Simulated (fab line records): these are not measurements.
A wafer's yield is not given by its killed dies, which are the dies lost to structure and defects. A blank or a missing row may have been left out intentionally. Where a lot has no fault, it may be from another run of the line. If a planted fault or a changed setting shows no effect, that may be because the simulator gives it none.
Chamber matching || flow gf180mcu || GF_MIM_CVD_05 on pecvd-02: 3 sister chambers
The step deposits Si3N4, target thk 42 nm, time 29.086 s. 6 wafers are shown with their chamber, then 10 later ones without.

## WAFERS PAIRED WITH THEIR CHAMBERS
{"wafer": "L084.4", "chamber": 1, "heater-power-w (W)": 532, "temp-max-c (C)": 399.64}
{"wafer": "L086.1", "chamber": 0, "heater-power-w (W)": 553, "temp-max-c (C)": 400.11}
{"wafer": "L086.2", "chamber": 1, "heater-power-w (W)": 556, "temp-max-c (C)": 400.25}
{"wafer": "L086.3", "chamber": 2, "heater-power-w (W)": 689, "temp-max-c (C)": 400.08}
{"wafer": "L091.3", "chamber": 2, "heater-power-w (W)": 812, "temp-max-c (C)": 400.21}
{"wafer": "L091.4", "chamber": 0, "heater-power-w (W)": 495, "temp-max-c (C)": 399.97}

## WAFERS WITH NO CHAMBER GIVEN
{"wafer": "L091.5", "heater-power-w (W)": 816, "temp-max-c (C)": 399.95}
{"wafer": "L092.2", "heater-power-w (W)": 547, "temp-max-c (C)": 400.13}
{"wafer": "L092.3", "heater-power-w (W)": 482, "temp-max-c (C)": 400.01}
{"wafer": "L092.4", "heater-power-w (W)": 546, "temp-max-c (C)": 400.40}
{"wafer": "L095.4", "heater-power-w (W)": 545, "temp-max-c (C)": 399.46}
{"wafer": "L095.5", "heater-power-w (W)": 511, "temp-max-c (C)": 400.05}
{"wafer": "L095.6", "heater-power-w (W)": 703, "temp-max-c (C)": 399.63}
{"wafer": "L096.4", "heater-power-w (W)": 818, "temp-max-c (C)": 399.91}
{"wafer": "L096.5", "heater-power-w (W)": 571, "temp-max-c (C)": 399.67}
{"wafer": "L096.6", "heater-power-w (W)": 540, "temp-max-c (C)": 399.93}

## CHAMBER TAKEN BY EACH
{"wafer": "L091.5", "from the rows above": 2, "in truth": 2}
{"wafer": "L092.2", "from the rows above": "can't be placed: 0 or 1", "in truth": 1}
{"wafer": "L092.3", "from the rows above": "can't be placed: 0 or 1", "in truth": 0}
{"wafer": "L092.4", "from the rows above": "can't be placed: 0 or 1", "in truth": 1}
{"wafer": "L095.4", "from the rows above": "can't be placed: 1 or 0", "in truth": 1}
{"wafer": "L095.5", "from the rows above": "can't be placed: 0 or 1", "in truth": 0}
{"wafer": "L095.6", "from the rows above": "can't be placed: 2 or 1 or 0", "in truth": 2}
{"wafer": "L096.4", "from the rows above": 2, "in truth": 2}
{"wafer": "L096.5", "from the rows above": "can't be placed: 1 or 0", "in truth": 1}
{"wafer": "L096.6", "from the rows above": "can't be placed: 1 or 0", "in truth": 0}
2 of 10 placed correctly. These rows do not allow placing 8 (true chamber among the candidates in 8). Placed wrongly: 0.
How it was worked out, from the rows above alone: a wafer's distance from a chamber is the root of the sum, over the readings, of the square of ((its reading less the chamber's mean) divided by the reading's scatter). If the next closest chamber is less than 2 further off than the closest, the wafer can't be placed; otherwise it belongs to the closest. The mean given for a chamber averages the wafers shown for that chamber. How the scatter is found: for the shown wafers, subtract from each reading the mean of its chamber, square and add these, divide the total by (wafers less chambers), then take the root.
